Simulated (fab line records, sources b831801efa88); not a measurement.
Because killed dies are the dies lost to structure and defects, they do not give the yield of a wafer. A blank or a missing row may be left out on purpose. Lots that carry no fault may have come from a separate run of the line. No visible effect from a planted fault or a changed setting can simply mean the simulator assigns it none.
A lot that was struck, set against a sound lot || flow gf180mcu || 16 out of 602 route steps
Sound: the wafers L371.2, L371.3, L371.4. Struck: wafer L376.1; the same lot's L376.6 was not struck, so it is left out; see the end for the cause.
For every step that has rows: the tool of each side, followed by ch and its chambers, followed by its first start. Under that, the readings that differ: sound wafers || struck wafers || difference of the means || sigmas: that difference in standard deviations of wafers without a fault.
alike: readings whose means differ by less than 2 such deviations, and words and numbers that are the same on both sides. not compared: withheld readings, readings that some wafer has no value for, bounds like >300 that may hide the same value, and numbers for which the record gives no deviation and whose values overlap.
The two part at a step that has a row with sigmas, a row that says differs or no value, or rows on one side only. When numbers do not overlap yet have no deviation, they are printed without sigmas and do not part them. A reading that every wafer of one side lacks parts them only if that side has two wafers or more.

GF_HV_LDD_RS_MEAS_53: a four-point-probe measurement.
  sound: filmMetro-04 at day 14 04:16; struck: filmMetro-04 at day 15 18:27
  alike: HV_LDD_RS
then, 1 step without rows for these wafers: GF_HV_LDD_CVD_54 (deposits SiO2 from TEOS, target thk 10 nm, time 75 s).
GF_HV_LDD_THK_MEAS_55:
  sound: filmMetro-02 at day 14 05:23; struck: filmMetro-04 at day 15 19:35
  alike: HV_LDD_CVD_54_THK
then, 1 step without rows for these wafers: GF_HV_LDD_CVD_56 (deposits Si3N4 from DCS/NH3, target thk 90 nm, time 1543 s).
GF_HV_LDD_THK_MEAS_57:
  sound: filmMetro-04 at day 14 06:53; struck: filmMetro-04 at day 15 21:04
  alike: HV_LDD_CVD_56_THK
GF_HV_LDD_ETCHBACK_58: etches Si3N4 in CH3F/O2, stops on SiO2, time 100 s, target depth 90 nm.
  sound on rieDiel-04 ch 0,1,2, day 14 06:56; struck on rieDiel-01 ch 1, day 15 21:08
  alike: drypumpMotorCurrentA, oesProductAu, throttleValvePct
  not compared: rfHoursCounterH
then, 6 steps without rows for these wafers: GF_NSD_DEHYDRATE_00 (time 60 s); GF_NSD_HMDS_01 (prime time 60 s); GF_NSD_COAT_02 (resist thk 1000 nm); GF_NSD_SOFTBAKE_03 (time 60 s); GF_NSD_EXPOSE_04 (exposes mask Nplus, target cd 400 nm); GF_NSD_PEB_05.
GF_NSD_DEVELOP_06: develop time 60 s.
  sound on lithoTrack-01 ch 0, day 15 03:47; struck on lithoTrack-03 ch 0, day 16 18:55
GF_NSD_CD_MEAS_07: the cd target is 400 nm.
  sound: cdSem-01 at day 15 03:56; struck: cdSem-02 at day 16 19:04
{"reading": "cdNm (nm)", "sound": "401.5 397.0 400.5", "struck": 312.8, "difference": -86.9, "sigmas": -41}
GF_NSD_OVL_MEAS_08:
  sound: overlay-01 at day 15 04:02; struck: overlay-02 at day 16 19:11
  alike: NSD_OVL
-- the record jumps here: 15 days lie between the struck wafers' starts before and after (it left off in module NSD and takes up again in module PASSIVATION, whose first step shown is number 602 of the route) --
GF_PASSIVATION_PROBE_99:
  rows exist in the record for the struck wafers here (prober-02, day 31 23:54), but not for the sound ones

== WHERE THEY PART ==
At GF_NSD_CD_MEAS_07 first; at GF_PASSIVATION_PROBE_99 last (within this record only).

WHY: what the simulator had put in
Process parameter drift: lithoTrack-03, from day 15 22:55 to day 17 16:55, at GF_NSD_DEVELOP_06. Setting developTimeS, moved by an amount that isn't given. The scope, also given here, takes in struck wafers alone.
